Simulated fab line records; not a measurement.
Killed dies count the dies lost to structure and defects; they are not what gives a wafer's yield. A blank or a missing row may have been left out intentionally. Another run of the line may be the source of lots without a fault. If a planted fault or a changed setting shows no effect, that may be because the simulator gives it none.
fab line records | flow gf180mcu
[record] lots = 5 wafers = 15 lastDay = 33
route steps=602 shown STI@5 DNWELL@32
lots that met no fault: taken from a fault-free run of the same line
startH: hours from the record's first day to the start of the lot's first wafer shown | waitH: time in hours since the lot's previous step | " repeats the value in the row above | L1.1+2: several wafers, shown together as one row | - no value present, or no start provided | * or withheld: withheld | < > ~ a bound
route shown NAME@n: names a module that has steps shown in the file, with the first one's number in the route | usual: the fault-free wafers' mean and standard deviation | same: alike in all rows | chamber/n: place in a boat | sites: per-site readings | _std_site: their standard deviation | _edge_site: the outer-site mean with the inner-site mean subtracted | radiusMm: for every site, how far away it sits from the centre of the wafer | mask NAME#n: copy n | behind: the last tool/chamber to shape the wafer | hold: reason for holding the lot/hours on hold/outcome of the hold | device: the transistor (n, p or np) that didn't switch | end of line: the tests these same wafers got at the end of their route | step lacking rows: just its recipe | killed: dies that structure and defects cost at the first sort, which is not the same as the wafer's yield | map: the dies of a wafer, with x for killed, . for not killed, _ for no die there
set.NAME: the run value of the setting; set.NAME@STEP: its run value at that earlier step | model.NAME: the simulator's own value behind a step, which no gauge read
lots seen at some steps along the route; tables by step, rows by wafer
services: when a tool's chamber went out of use (startH, in hours from the record's first day, below 0 if earlier), for how many hours, and the reason
[[steps]]
[step GF_STI_THK_MEAS_04]
[recipe] reads = Si3N4_of_STI_CVD_03
[usual] STI_CVD_03_THK = 208.2/2
// columns lot.wafer tool chamber startH waitH STI_CVD_03_THK[nm]
L080.1 filmMetro-01 - 44.41 0.0 211.2
L080.5 " - " " 209.7
L080.6 " - " " 208.5
L082.2 filmMetro-01 - 53.57 0.0 208.5
L082.5 " - " " 207.9
L082.6 " - " " 209.1
L085.1 filmMetro-01 - 68.75 0.0 208.9
L085.3 " - " " 207.1
L085.4 " - " " 208.9
L087.2 filmMetro-02 - 79.44 0.0 212.0
L087.5 " - " " 212.0
L087.6 " - " " 211.0
L091.1 filmMetro-01 - 99.63 0.0 210.9
L091.2 " - " " 209.7
L091.5 " - " " 207.4
[step GF_STI_DEHYDRATE_05]
[recipe] tempC = 200 timeS = 60
[usual] heaterPowerTotalW = 160.37/0.13
// columns lot.wafer tool chamber startH waitH heaterPowerTotalW
L080.1 lithoTrack-03 0 50.00 5.6 160.39
L080.5 " 0 " " 160.36
L080.6 " 0 " " 160.27
L082.2 lithoTrack-04 0 59.71 6.1 160.62
L082.5 " 0 " " 160.35
L082.6 " 0 " " 160.33
L085.1 lithoTrack-03 0 74.89 6.1 160.14
L085.3 " 0 " " 160.52
L085.4 " 0 " " 160.50
L087.2 lithoTrack-03 0 85.42 6.0 160.42
L087.5 " 0 " " 160.41
L087.6 " 0 " " 160.52
L091.1 lithoTrack-01 0 106.29 6.7 160.59
L091.2 " 0 " " 160.36
L091.5 " 0 " " 160.30
[step GF_STI_HMDS_06]
[recipe] primeTimeS = 60 primeTempC = 120
// columns lot.wafer tool chamber startH waitH
L080.1+5+6 lithoTrack-03 0 50.15 0.1
L082.2+5+6 lithoTrack-04 0 59.86 0.1
L085.1+3+4 lithoTrack-03 0 75.04 0.1
L087.2+5+6 lithoTrack-03 0 85.57 0.1
L091.1+2+5 lithoTrack-01 0 106.44 0.1
[step GF_STI_COAT_07]
[recipe] resist = KrF spinRpm = withheld resistThkNm = 700
// columns lot.wafer tool chamber startH waitH
L080.1+5+6 lithoTrack-03 0 50.30 0.1
L082.2+5+6 lithoTrack-04 0 60.01 0.1
L085.1+3+4 lithoTrack-03 0 75.19 0.1
L087.2+5+6 lithoTrack-03 0 85.72 0.1
L091.1+2+5 lithoTrack-01 0 106.59 0.1
[step GF_STI_SOFTBAKE_08]
[recipe] tempC = 130 timeS = 61.87 resist = KrF
[usual] heaterPowerTotalW = 92.87/0.064 plateSensorTCentreC = 131.02/0.01 plateSensorTEdgeC = 131.21/0.01 softbakeTempC = 129.99/0.12
// columns lot.wafer tool chamber startH waitH heaterPowerTotalW plateSensorTCentreC plateSensorTEdgeC softbakeTempC
L080.1 lithoTrack-03 0 50.45 0.1 92.89 131.01 131.21 130.04
L080.5 " 0 " " 92.83 131.03 131.22 130.02
L080.6 " 0 " " 92.80 131 131.21 130.03
L082.2 lithoTrack-04 0 60.16 0.1 92.93 131 131.21 130.05
L082.5 " 0 " " 92.99 131.02 131.2 129.91
L082.6 " 0 " " 92.75 131.01 131.22 130.09
L085.1 lithoTrack-03 0 75.34 0.1 92.89 131.02 131.2 130.15
L085.3 " 0 " " 92.92 131.03 131.22 130.01
L085.4 " 0 " " 92.86 131.04 131.21 129.96
L087.2 lithoTrack-03 0 85.87 0.1 92.87 131.03 131.2 130.12
L087.5 " 0 " " 92.67 131.01 131.2 130.11
L087.6 " 0 " " 92.85 131.01 131.19 129.97
L091.1 lithoTrack-01 0 106.74 0.1 92.88 131.02 131.2 130.10
L091.2 " 0 " " 92.95 131.03 131.21 129.74
L091.5 " 0 " " 92.86 131.02 131.22 129.95
[step GF_STI_EXPOSE_09]
[recipe] maskId = COMP targetCdNm = 220 na = 0.68 sourceShape = conventional sigmaOuter = 0.6 doseMj = 28
// columns lot.wafer tool chamber startH waitH mask
L080.1+5+6 krfScanner-02 0 - - COMP#0
L082.2+5+6 krfScanner-02 0 - - COMP#0
L085.1+3+4 krfScanner-01 0 - - COMP#0
L087.2+5+6 krfScanner-02 0 - - COMP#0
L091.1+2+5 krfScanner-01 0 - - COMP#0
[step GF_STI_PEB_10]
[recipe] pebTempC = 135 pebTimeS = 90 resist = KrF
[usual] heaterPowerTotalW = 85.71/0.078
// columns lot.wafer tool chamber startH waitH heaterPowerTotalW
L080.1 lithoTrack-01 0 - - 85.70
L080.5 " 0 " " 85.63
L080.6 " 0 " " 85.70
L082.2 lithoTrack-04 0 - - 85.64
L082.5 " 0 " " 85.72
L082.6 " 0 " " 85.67
L085.1 lithoTrack-03 0 - - 85.77
L085.3 " 0 " " 85.63
L085.4 " 0 " " 85.69
L087.2 lithoTrack-01 0 - - 85.77
L087.5 " 0 " " 85.83
L087.6 " 0 " " 85.82
L091.1 lithoTrack-04 0 - - 85.82
L091.2 " 0 " " 85.61
L091.5 " 0 " " 85.58
[step GF_STI_DEVELOP_11]
[recipe] developTimeS = 60 devTempC = 21
// columns lot.wafer tool chamber startH waitH
L080.1+5+6 lithoTrack-01 0 57.15 0.2
L082.2+5+6 lithoTrack-04 0 66.16 0.2
L085.1+3+4 lithoTrack-03 0 82.54 0.2
L087.2+5+6 lithoTrack-01 0 92.72 0.2
L091.1+2+5 lithoTrack-04 0 114.19 0.2
[step GF_STI_CD_MEAS_12]
[recipe] targetCdNm = 220
[usual] cdNm = 220.1/1.4
// columns lot.wafer tool chamber startH waitH cdNm
L080.1 cdSem-01 - 57.30 0.1 219.1
L080.5 " - " " 219.5
L080.6 " - " " 220.7
L082.2 cdSem-02 - 66.31 0.1 217.9
L082.5 " - " " 219.2
L082.6 " - " " 219.2
L085.1 cdSem-02 - 82.69 0.1 219.9
L085.3 " - " " 219.5
L085.4 " - " " 219.3
L087.2 cdSem-01 - 92.86 0.1 219.1
L087.5 " - " " 219.0
L087.6 " - " " 219.4
L091.1 cdSem-02 - 114.34 0.1 220.0
L091.2 " - " " 219.4
L091.5 " - " " 219.3
[step GF_STI_ETCH_13]
[recipe] chemistry = CHF3/O2 stopOn = Si overEtchFrac = 0.3 targetDepthA = 2823.1 sourceW = 600 biasW = 200 pressureMtorr = 40 chf3FlowSccm = 50 O2_flow_sccm = 5 timeS = 112.9
[usual] drypumpMotorCurrentA = 5.7/0.49 oesProductAu = 0.835/0.0068 rfFwdPowerW = 597.3/2.1 throttleValvePct = 8.812/0.0098
// columns lot.wafer tool chamber startH waitH drypumpMotorCurrentA oesProductAu rfFwdPowerW rfHoursCounterH throttleValvePct
L080.1 rieDiel-02 0 57.42 0.1 5.9 0.848 598.0 36 8.817
L080.5 " 2 " " 4.9 0.839 597.9 - 8.804
L080.6 " 1 " " 5.6 0.832 598.8 - 8.808
L082.2 rieDiel-02 2 66.41 0.1 4.9 0.839 599.6 29 8.804
L082.5 " 3 " " 5.5 0.831 598.2 - 8.807
L082.6 " 0 " " 5.9 0.833 597.2 - 8.823
L085.1 rieDiel-04 0 82.81 0.1 6.1 0.830 599.2 9 8.802
L085.3 " 2 " " 4.8 0.840 599.8 145 8.827
L085.4 " 3 " " 5.3 0.838 599.6 121 8.810
L087.2 rieDiel-03 2 92.96 0.1 5.3 0.848 596.0 0 8.807
L087.5 " 0 " " 5.8 0.837 596.7 - 8.820
L087.6 " 3 " " 6.6 0.843 597.1 - 8.815
L091.1 rieDiel-03 2 114.46 0.1 5.2 0.844 600.2 1 8.817
L091.2 " 3 " " 6.6 0.840 596.0 2 8.817
L091.5 " 1 " " 5.8 0.828 596.9 - 8.802
[step GF_STI_ETCH_14]
[recipe] target = Si chemistry = HBr/Cl2/O2 targetDepthNm = 360 icpW = 600 biasW = 150 pressureMtorr = 15 HBr_flow_sccm = 150 Cl2_flow_sccm = 40 O2_flow_sccm = 6 timeS = 102.9
[usual] drypumpMotorCurrentA = 5.8/0.33 oesProductAu = 0.998/0.0089 rfFwdPowerW = 596.3/2 throttleValvePct = 25.658/0.01
// columns lot.wafer tool chamber startH waitH drypumpMotorCurrentA oesProductAu rfFwdPowerW rfHoursCounterH throttleValvePct
L080.1 rieSi-01 2 57.49 0.0 6.3 1.004 598.4 83 25.661
L080.5 " 1 " " 5.3 0.993 591.6 - 25.647
L080.6 " 0 " " 5.8 0.997 597.0 - 25.652
L082.2 rieSi-01 1 66.49 0.0 5.2 0.986 593.7 37 25.675
L082.5 " 3 " " 5.7 1.007 595.4 - 25.645
L082.6 " 0 " " 5.8 1.012 598.4 - 25.655
L085.1 rieSi-02 0 82.89 0.0 5.9 0.994 593.1 0 25.658
L085.3 " 2 " " 5.6 0.989 597.7 3 25.675
L085.4 " 3 " " 5.9 1.004 593.3 0 25.677
L087.2 rieSi-02 2 93.04 0.0 5.6 0.971 597.3 3 25.678
L087.5 " 2 " " 5.6 0.992 598.5 - 25.653
L087.6 " 3 " " 5.9 1.005 596.3 - 25.657
L091.1 rieSi-01 3 114.54 0.0 5.7 1.009 599.1 80 25.651
L091.2 " 1 " " 5.2 1.000 596.3 37 25.668
L091.5 " 2 " " 6.4 0.997 597.5 - 25.661
[step GF_STI_STRIP_15]
[recipe] chemistry = O2/N2 powerW = 1400 pressureMtorr = 1500 platenTempC = 250 o2FlowSccm = 3000 n2FlowSccm = 300 overashFraction = 0.5
[usual] drypumpMotorCurrentA = 5.9/0.43 heaterPowerW = 334/14 n2FlowSccm = 299.9/0.86 o2FlowSccm = 3001/9.5 oesProductAu = 0.384/0.0048 stripTimeToEndpointS = 3.74/0.049
// columns lot.wafer tool chamber startH waitH drypumpMotorCurrentA heaterPowerW n2FlowSccm o2FlowSccm oesProductAu rfHoursCounterH stripTimeToEndpointS
L080.1 plasmaAsher-04 0 57.57 0.0 5.8 323 301.7 3001 0.384 37 3.70
L080.5 " 0 " " 5.8 324 302.0 2990 0.373 - 3.68
L080.6 " 1 " " 5.9 339 299.5 3009 0.376 - 3.70
L082.2 plasmaAsher-04 0 66.56 0.0 5.8 325 300.9 3010 0.381 38 3.74
L082.5 " 1 " " 5.9 329 300.8 3022 0.388 - 3.75
L082.6 " 0 " " 5.8 322 299.6 3025 0.387 - 3.72
L085.1 plasmaAsher-03 0 82.97 0.0 6.2 333 299.9 3009 0.389 41 3.69
L085.3 " 0 " " 6.2 345 300.6 3015 0.378 - 3.73
L085.4 " 1 " " 5.2 348 301.7 3004 0.383 - 3.77
L087.2 plasmaAsher-04 0 93.12 0.0 5.8 322 300.0 3005 0.383 41 3.73
L087.5 " 0 " " 5.8 327 299.7 3007 0.378 - 3.76
L087.6 " 1 " " 5.9 328 300.4 3001 0.384 - 3.65
L091.1 plasmaAsher-04 0 114.61 0.0 5.9 328 300.1 2999 0.386 43 3.71
L091.2 " 1 " " 5.9 328 300.8 3003 0.387 43 3.68
L091.5 " 0 " " 5.8 334 300.0 3000 0.388 - 3.78
[step GF_STI_CLEAN_16]
[recipe] chemistry = dHF timeS = 25 dilution = 100:1
// columns lot.wafer tool chamber startH waitH
L080.1+5+6 wetBench-01 1 57.67 0.1
L082.2+5+6 wetBench-03 0 66.66 0.1
L085.1+3+4 wetBench-03 3 83.07 0.1
L087.2+5+6 wetBench-03 2 93.22 0.1
L091.1+2+5 wetBench-01 0 114.71 0.1
[step GF_STI_WET_ETCH_17]
[recipe] chemistry = H3PO4 targetDepthNm = 45 tempC = 160 target = Si3N4 timeS = 514
[usual] tempC = 160.00/0.14
// columns lot.wafer tool chamber startH waitH tempC
L080.1 wetBench-03 2 57.68 0.0 160.11
L080.5 " 2 " " 160.27
L080.6 " 2 " " 160.26
L082.2 wetBench-04 2 66.68 0.0 159.82
L082.5 " 2 " " 159.71
L082.6 " 2 " " 160.08
L085.1 wetBench-04 3 83.08 0.0 159.83
L085.3 " 3 " " 160.04
L085.4 " 3 " " 159.89
L087.2 wetBench-04 2 93.23 0.0 159.96
L087.5 " 2 " " 159.96
L087.6 " 2 " " 159.88
L091.1 wetBench-03 1 114.73 0.0 160.15
L091.2 " 1 " " 160.14
L091.5 " 1 " " 160.27
[step GF_STI_CLEAN_18]
[recipe] chemistry = SC1/SC2 mix = 1:4:20 tempC = 70 timeS = 150
[usual] tempC = 69.99/0.11
// columns lot.wafer tool chamber startH waitH tempC
L080.1 wetBench-04 2 57.85 0.0 70.05
L080.5 " 2 " " 70.04
L080.6 " 2 " " 70.07
L082.2 wetBench-03 2 66.86 0.0 69.90
L082.5 " 2 " " 69.67
L082.6 " 2 " " 69.83
L085.1 wetBench-01 1 83.23 0.0 70.07
L085.3 " 1 " " 70.05
L085.4 " 1 " " 70.08
L087.2 wetBench-03 3 93.40 0.0 70.19
L087.5 " 3 " " 70.11
L087.6 " 3 " " 70.12
L091.1 wetBench-04 0 114.88 0.0 69.86
L091.2 " 0 " " 69.98
L091.5 " 0 " " 69.92
[step GF_STI_CLEAN_19]
[recipe] chemistry = dHF timeS = 20 dilution = 100:1
// columns lot.wafer tool chamber startH waitH
L080.1+5+6 wetBench-01 1 57.90 0.0
L082.2+5+6 wetBench-04 2 66.91 0.0
L085.1+3+4 wetBench-03 1 83.29 0.0
L087.2+5+6 wetBench-01 0 93.45 0.0
L091.1+2+5 wetBench-01 0 114.94 0.0
[step GF_STI_WET_ETCH_20]
[recipe] chemistry = dHF dilution = 100:1 targetDepthNm = 20 tempC = 25 dry = ipaMarangoni target = SiO2 timeS = 400
[usual] tempC = 24.99/0.099
// columns lot.wafer tool chamber startH waitH tempC
L080.1 wetBench-03 3 57.92 0.0 24.98
L080.5 " 3 " " 24.86
L080.6 " 3 " " 24.85
L082.2 wetBench-03 3 66.92 0.0 24.97
L082.5 " 3 " " 24.95
L082.6 " 3 " " 25.12
L085.1 wetBench-04 0 83.31 0.0 24.99
L085.3 " 0 " " 25.19
L085.4 " 0 " " 25.12
L087.2 wetBench-03 0 93.46 0.0 25.01
L087.5 " 0 " " 24.91
L087.6 " 0 " " 24.99
L091.1 wetBench-03 0 114.95 0.0 25.07
L091.2 " 0 " " 25.01
L091.5 " 0 " " 25.00
[step GF_STI_OXIDATION_21]
[recipe] tempC = 1000 ambient = O2 stabiliseS = 600 purgeS = 300 targetThkA = 150 oxTimeS = 458
[usual] oxTempCMax = 1005.8/1.2 spikeTcCentreC = 1000.4/0.92 spikeTcTopC = 1010.7/1.8 zonePowerUpperPct = 20.3/0.62
// columns lot.wafer tool chamber startH waitH oxTempCMax spikeTcCentreC spikeTcTopC zonePowerUpperPct
L080.1 furnace-01 0 58.05 0.0 1006.4 999.0 1009.3 19.8
L080.5 " 0 " " 1005.3 999.3 1007.5 20.3
L080.6 " 0 " " 1006.8 1000.6 1009.9 19.8
L082.2 furnace-01 0 67.65 0.6 1005.3 1000.4 1009.2 19.6
L082.5 " 0 " " 1005.5 1001.4 1007.5 19.5
L082.6 " 0 " " 1006.8 1000.3 1009.4 19.9
L085.1 furnace-02 0 83.43 0.0 1004.4 1000.0 1011.3 21.0
L085.3 " 0 " " 1006.6 998.4 1013.0 20.9
L085.4 " 0 " " 1004.7 1001.1 1013.2 21.0
L087.2 furnace-01 0 93.58 0.0 1005.9 999.2 1010.8 20.0
L087.5 " 0 " " 1006.7 1001.3 1011.8 20.1
L087.6 " 0 " " 1006.4 1000.0 1009.5 19.7
L091.1 furnace-01 0 115.07 0.0 1005.8 998.8 1010.4 19.9
L091.2 " 0 " " 1006.5 1000.5 1009.9 20.0
L091.5 " 0 " " 1005.9 1000.9 1009.4 20.0
[step GF_STI_THK_MEAS_22]
[recipe] reads = SiO2_of_STI_OXIDATION_21
[usual] STI_OXIDATION_01_THK = 15.03/0.28
// columns lot.wafer tool chamber startH waitH STI_OXIDATION_01_THK[nm]
L080.1 filmMetro-03 - 59.17 0.0 14.58
L080.5 " - " " 14.64
L080.6 " - " " 14.88
L082.2 filmMetro-02 - 68.79 0.0 14.92
L082.5 " - " " 14.64
L082.6 " - " " 14.65
L085.1 filmMetro-03 - 84.55 0.0 15.07
L085.3 " - " " 14.69
L085.4 " - " " 14.93
L087.2 filmMetro-02 - 94.72 0.0 15.22
L087.5 " - " " 14.78
L087.6 " - " " 14.94
L091.1 filmMetro-01 - 116.20 0.0 15.19
L091.2 " - " " 15.16
L091.5 " - " " 14.93
[step GF_STI_CVD_23]
[recipe] material = SiO2 targetThkNm = 650 sigmaOpenFrac = 0.3 timeS = 108.3 tempC = 600 sih4FlowSccm = 60 pressureMtorr = 6
[usual] pressureMtorr = 5.998/0.011
// columns lot.wafer tool chamber startH waitH pressureMtorr
L080.1 hdpcvd-02 0 59.23 0.1 5.978
L080.5 " 0 " " 6.006
L080.6 " 1 " " 5.990
L082.2 hdpcvd-01 1 68.84 0.0 5.977
L082.5 " 1 " " 5.978
L082.6 " 2 " " 5.996
L085.1 hdpcvd-01 0 84.61 0.1 6.005
L085.3 " 2 " " 6.007
L085.4 " 1 " " 6.005
L087.2 hdpcvd-01 0 94.77 0.0 5.998
L087.5 " 0 " " 6.008
L087.6 " 1 " " 5.981
L091.1 hdpcvd-02 0 116.26 0.1 5.970
L091.2 " 2 " " 5.990
L091.5 " 0 " " 5.989
[step GF_STI_THK_MEAS_24]
[recipe] reads = SiO2_of_STI_CVD_23
[usual] STI_CVD_23_THK = 654/6.4
// columns lot.wafer tool chamber startH waitH STI_CVD_23_THK[nm]
L080.1 filmMetro-02 - 59.31 0.0 639
L080.5 " - " " 653
L080.6 " - " " 662
L082.2 filmMetro-01 - 68.92 0.0 648
L082.5 " - " " 652
L082.6 " - " " 650
L085.1 filmMetro-03 - 84.69 0.0 654
L085.3 " - " " 660
L085.4 " - " " 652
L087.2 filmMetro-01 - 94.86 0.0 659
L087.5 " - " " 657
L087.6 " - " " 650
L091.1 filmMetro-01 - 116.33 0.0 652
L091.2 " - " " 657
L091.5 " - " " 654
[step GF_STI_CMP_25]
[recipe] stopOn = Si3N4 tOverpolishS = 33 downForcePsi = 4 platenRpm = 60 targetThkNm = 524.6 padVelocityMS = 0.94248
[usual] motorCurrentA = 11.4/0.98 overpolishRunS = 33.002/0.0094 timeToEndpointS = 121/4.3
// columns lot.wafer tool chamber startH waitH motorCurrentA overpolishRunS timeToEndpointS
L080.1 cmp-01 3 59.47 0.1 12.1 32.998 117
L080.5 " 1 " " 11.9 33.002 119
L080.6 " 2 " " 10.5 33.008 125
L082.2 cmp-02 1 69.12 0.2 13.7 32.986 125
L082.6 " 2 " " 11.3 33.005 120
L082.5 " 3 " " 11.5 33.005 121
L085.3 cmp-02 1 84.75 0.0 13.5 33.002 118
L085.4 " 2 " " 11.4 32.996 111
L085.1 " 3 " " 11.6 32.997 111
L087.2 cmp-01 3 95.06 0.2 11.9 32.995 122
L087.6 " 0 " " 10.2 32.991 119
L087.5 " 1 " " 10.9 32.999 119
L091.1 cmp-01 1 116.50 0.2 11.6 33.001 120
L091.2 " 2 " " 10.6 33.010 127
L091.5 " 1 " " 11.8 32.993 122
[step GF_STI_WET_ETCH_26]
[recipe] chemistry = dHF targetDepthNm = 94 target = SiO2 tempC = 25 dilution = 10:1 timeS = 188
[usual] tempC = 24.99/0.12
// columns lot.wafer tool chamber startH waitH tempC
L080.1 wetBench-03 0 59.67 0.1 25.08
L080.5 " 0 " " 25.11
L080.6 " 0 " " 24.99
L082.2 wetBench-03 3 69.27 0.1 25.03
L082.5 " 3 " " 24.95
L082.6 " 3 " " 25.05
L085.1 wetBench-01 2 85.05 0.1 24.89
L085.3 " 2 " " 24.90
L085.4 " 2 " " 24.92
L087.2 wetBench-04 1 95.21 0.1 25.25
L087.5 " 1 " " 25.12
L087.6 " 1 " " 25.27
L091.1 wetBench-04 1 116.80 0.2 25.02
L091.2 " 1 " " 24.96
L091.5 " 1 " " 25.00
[step GF_STI_WET_ETCH_27]
[recipe] chemistry = H3PO4 targetDepthNm = 160 target = Si3N4 tempC = 160 timeS = 1825
[usual] tempC = 159.99/0.12
// columns lot.wafer tool chamber startH waitH tempC
L080.1 wetBench-01 0 59.74 0.0 160.06
L080.5 " 0 " " 159.94
L080.6 " 0 " " 160.04
L082.2 wetBench-01 0 69.33 0.0 160.03
L082.5 " 0 " " 160.01
L082.6 " 0 " " 160.26
L085.1 wetBench-03 2 85.12 0.0 159.89
L085.3 " 2 " " 159.99
L085.4 " 2 " " 159.88
L087.2 wetBench-03 1 95.27 0.0 160.07
L087.5 " 1 " " 159.87
L087.6 " 1 " " 159.89
L091.1 wetBench-01 2 116.87 0.0 159.98
L091.2 " 2 " " 159.63
L091.5 " 2 " " 160.04
[step GF_STI_WET_ETCH_28]
[recipe] chemistry = dHF targetDepthNm = 20 dry = ipaMarangoni target = SiO2 tempC = 25 dilution = 10:1 timeS = 40
[usual] tempC = 25.00/0.11
// columns lot.wafer tool chamber startH waitH tempC
L080.1 wetBench-01 3 60.25 0.0 25.02
L080.5 " 3 " " 25.05
L080.6 " 3 " " 25.09
L082.2 wetBench-03 1 69.90 0.0 25.19
L082.5 " 1 " " 25.18
L082.6 " 1 " " 25.08
L085.1 wetBench-01 1 85.63 0.0 25.08
L085.3 " 1 " " 24.96
L085.4 " 1 " " 24.87
L087.2 wetBench-01 3 95.79 0.0 25.15
L087.5 " 3 " " 25.24
L087.6 " 3 " " 25.09
L091.1 wetBench-04 3 117.39 0.0 24.99
L091.2 " 3 " " 25.17
L091.5 " 3 " " 24.92
[step GF_STI_OXIDATION_29]
[recipe] tempC = 900 ambient = O2 stabiliseS = 600 purgeS = 300 targetThkA = 100 oxTimeS = 1418
[usual] oxTempCMax = 905.0/1.3 spikeTcCentreC = 900.3/0.96 spikeTcTopC = 912.1/1.8 zonePowerUpperPct = 16.1/0.53
// columns lot.wafer tool chamber startH waitH oxTempCMax spikeTcCentreC spikeTcTopC zonePowerUpperPct
L080.1 furnace-02 0 61.91 1.6 903.1 901.9 913.4 16.5
L080.5 " 0 " " 904.0 899.8 910.6 16.7
L080.6 " 0 " " 904.6 899.4 911.3 16.5
L082.2 furnace-01 0 69.92 0.0 905.4 901.2 911.1 15.6
L082.5 " 0 " " 907.5 900.2 910.9 15.4
L082.6 " 0 " " 905.4 900.0 908.8 15.6
L085.1 furnace-02 0 87.50 1.8 904.6 899.6 914.5 16.9
L085.3 " 0 " " 903.6 899.3 913.6 16.6
L085.4 " 0 " " 903.5 899.4 913.4 16.6
L087.2 furnace-01 0 96.26 0.5 904.9 899.1 911.3 15.8
L087.5 " 0 " " 904.8 899.3 910.3 15.8
L087.6 " 0 " " 906.1 900.1 910.0 15.8
L091.1 furnace-01 0 117.41 0.0 905.6 900.5 910.7 15.8
L091.2 " 0 " " 907.0 899.9 910.5 15.5
L091.5 " 0 " " 906.5 900.4 908.2 15.8
[step GF_STI_THK_MEAS_30]
[recipe] reads = SiO2_of_STI_OXIDATION_29
[usual] STI_OXIDATION_02_THK = 10.02/0.17
// columns lot.wafer tool chamber startH waitH STI_OXIDATION_02_THK[nm]
L080.1 filmMetro-02 - 63.31 0.0 10.34
L080.5 " - " " 10.12
L080.6 " - " " 10.24
L082.2 filmMetro-02 - 71.32 0.0 9.95
L082.5 " - " " 9.90
L082.6 " - " " 10.18
L085.1 filmMetro-01 - 88.90 0.0 10.22
L085.3 " - " " 10.07
L085.4 " - " " 9.96
L087.2 filmMetro-02 - 97.67 0.0 9.97
L087.5 " - " " 9.93
L087.6 " - " " 9.89
L091.1 filmMetro-02 - 118.81 0.0 9.91
L091.2 " - " " 9.96
L091.5 " - " " 9.93
[step GF_DNWELL_DEHYDRATE_00]
[recipe] tempC = 200 timeS = 60
[usual] heaterPowerTotalW = 160.37/0.12
// columns lot.wafer tool chamber startH waitH heaterPowerTotalW
L080.1 lithoTrack-03 0 69.24 5.9 160.36
L080.5 " 0 " " 160.53
L080.6 " 0 " " 160.30
L082.2 lithoTrack-01 0 77.57 6.2 160.48
L082.5 " 0 " " 160.25
L082.6 " 0 " " 160.23
L085.1 lithoTrack-02 0 95.08 6.2 160.38
L085.3 " 0 " " 160.56
L085.4 " 0 " " 160.33
L087.2 lithoTrack-03 0 104.37 6.7 160.37
L087.5 " 0 " " 160.36
L087.6 " 0 " " 160.36
L091.1 lithoTrack-01 0 125.59 6.8 160.21
L091.2 " 0 " " 160.46
L091.5 " 0 " " 160.59
[step GF_DNWELL_HMDS_01]
[recipe] primeTimeS = 60 primeTempC = 120
// columns lot.wafer tool chamber startH waitH
L080.1+5+6 lithoTrack-03 0 69.39 0.1
L082.2+5+6 lithoTrack-01 0 77.72 0.1
L085.1+3+4 lithoTrack-02 0 95.23 0.1
L087.2+5+6 lithoTrack-03 0 104.52 0.1
L091.1+2+5 lithoTrack-01 0 125.74 0.1
[step GF_DNWELL_COAT_02]
[recipe] spinRpm = 2000 resistThkNm = 3000
// columns lot.wafer tool chamber startH waitH
L080.1+5+6 lithoTrack-03 0 69.54 0.1
L082.2+5+6 lithoTrack-01 0 77.87 0.1
L085.1+3+4 lithoTrack-02 0 95.38 0.1
L087.2+5+6 lithoTrack-03 0 104.67 0.1
L091.1+2+5 lithoTrack-01 0 125.89 0.1
[step GF_DNWELL_SOFTBAKE_03]
[recipe] tempC = 110 timeS = withheld
[usual] heaterPowerTotalW = 65.31/0.13
// columns lot.wafer tool chamber startH waitH heaterPowerTotalW
L080.1 lithoTrack-03 0 69.69 0.1 65.45
L080.5 " 0 " " 65.06
L080.6 " 0 " " 65.45
L082.2 lithoTrack-01 0 78.03 0.1 65.25
L082.5 " 0 " " 65.27
L082.6 " 0 " " 65.14
L085.1 lithoTrack-02 0 95.53 0.1 65.35
L085.3 " 0 " " 65.17
L085.4 " 0 " " 65.40
L087.2 lithoTrack-03 0 104.83 0.1 65.21
L087.5 " 0 " " 65.25
L087.6 " 0 " " 65.41
L091.1 lithoTrack-01 0 126.04 0.1 65.52
L091.2 " 0 " " 65.27
L091.5 " 0 " " 65.46
[step GF_DNWELL_EXPOSE_04]
[recipe] maskId = DNWELL targetCdNm = 1700 na = 0.6 sourceShape = conventional sigmaOuter = 0.6 doseMj = 265.4
// columns lot.wafer tool chamber startH waitH mask
L080.1+5+6 ilineStepper-02 0 - - DNWELL#0
L082.2+5+6 ilineStepper-02 0 - - DNWELL#0
L085.1+3+4 ilineStepper-01 0 - - DNWELL#0
L087.2+5+6 ilineStepper-01 0 - - DNWELL#0
L091.1+2+5 ilineStepper-02 0 - - DNWELL#0
[step GF_DNWELL_PEB_05]
[recipe] tempC = 115 timeS = withheld
[usual] heaterPowerTotalW = 69.35/0.14
// columns lot.wafer tool chamber startH waitH heaterPowerTotalW
L080.1 lithoTrack-01 0 - - 69.38
L080.5 " 0 " " 69.33
L080.6 " 0 " " 69.34
L082.2 lithoTrack-03 0 - - 69.30
L082.5 " 0 " " 69.64
L082.6 " 0 " " 69.40
L085.1 lithoTrack-03 0 - - 69.33
L085.3 " 0 " " 69.49
L085.4 " 0 " " 69.34
L087.2 lithoTrack-01 0 - - 69.39
L087.5 " 0 " " 69.49
L087.6 " 0 " " 69.35
L091.1 lithoTrack-02 0 - - 69.50
L091.2 " 0 " " 69.21
L091.5 " 0 " " 69.53
[step GF_DNWELL_DEVELOP_06]
[recipe] wallAngleDeg = 90 developTimeS = 60 devTempC = 23
// columns lot.wafer tool chamber startH waitH
L080.1+5+6 lithoTrack-01 0 - -
L082.2+5+6 lithoTrack-03 0 - -
L085.1+3+4 lithoTrack-03 0 - -
L087.2+5+6 lithoTrack-01 0 - -
L091.1+2+5 lithoTrack-02 0 - -
[step GF_DNWELL_IMPLANT_07]
[recipe] species = P energyKev = 1500 doseCm2 = 1e+13 tiltDeg = 0
// columns lot.wafer tool chamber startH waitH
L080.1+5+6 implanter-04 0 76.60 -
L082.2+5+6 implanter-01 0 84.77 -
L085.1+3+4 implanter-02 0 102.74 -
L087.2+5+6 implanter-02 0 112.07 -
L091.1+2+5 implanter-02 0 134.23 -
[[services]]
// columns tool chamber startH hours kind
rieSi-02 0 27.23 - clean
rieSi-02 0 27.23 22.1 scheduledDown
rieSi-02 0 27.23 22.1 ventCycle
rieDiel-03 3 27.28 - clean
krfScanner-01 - 27.62 21.0 pm
rieSi-02 3 37.14 6.6 repair
cmp-02 - 40.90 6.8 pm
wetBench-03 - 41.42 1.9 pm
rieDiel-04 3 42.02 4.6 repair
hdpcvd-01 - 55.96 1.6 repair
krfScanner-02 - 58.26 0.8 pm
rieSi-02 2 59.28 2.0 repair
cmp-02 - 64.14 4.0 pm
krfScanner-01 - 70.56 1.3 pm
implanter-04 - 73.79 2.6 pm
krfScanner-01 - 74.16 1.0 pm
furnace-02 - 75.31 3.3 pm
ilineStepper-02 - 78.47 1.7 pm
ilineStepper-01 - 99.52 1.7 pm
plasmaAsher-03 - 108.75 9.0 pm
implanter-01 - 116.13 1.7 repair
furnace-01 - 121.51 3.3 pm
cmp-01 - 131.96 7.8 pm
ilineStepper-01 - 133.09 2.1 pm
[[key]]
fault none
